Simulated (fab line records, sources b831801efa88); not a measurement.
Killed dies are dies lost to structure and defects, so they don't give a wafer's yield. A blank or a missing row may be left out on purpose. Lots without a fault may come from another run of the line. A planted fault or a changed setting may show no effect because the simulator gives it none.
Chamber matching | flow sky130 | SKY_PAD_OPEN_ETCH_07 on rie_diel-03: 4 sister chambers
The step etches the open film in CF4/O2, stops on AlCu, target depth 725 nm, time 161.1 s. 4 wafers are shown with their chamber, then 8 later ones without.

WAFERS WITH THEIR CHAMBER
wafer  | chamber | drypump_motor_current_A (A)
L078.5 | 0       | 5.1
L079.1 | 1       | 6.3
L079.3 | 2       | 5.7
L087.3 | 3       | 5.6

WAFERS WITHOUT THEIR CHAMBER
wafer  | drypump_motor_current_A (A)
L087.4 | 5.1
L087.6 | 6.3
L090.1 | 6.2
L090.3 | 6.2
L090.5 | 5.1
L096.1 | 5.7
L096.3 | 6.3
L096.5 | 5.7

WHICH CHAMBER EACH WENT THROUGH
wafer  | from the rows above | in truth
L087.4 | 0                   | 0
L087.6 | 1                   | 1
L090.1 | 1                   | 1
L090.3 | 1                   | 1
L090.5 | 0                   | 0
L096.1 | 2                   | 2
L096.3 | 1                   | 1
L096.5 | 2                   | 2
Placed correctly: 8 of 8. Can't be placed from these rows: 0. Placed wrongly: 0.
How it was worked out, from the rows above alone: a wafer's distance from a chamber is the root of the sum, over the readings, of the square of ((its reading less the chamber's mean) divided by the reading's scatter). The wafer belongs to the nearest chamber; if the next one is less than 2 further off, it can't be placed. A chamber's mean is the mean of its shown wafers. The scatter: with one shown wafer a chamber, the root of the mean of the squares of how far each hidden wafer lies from its nearest shown one.
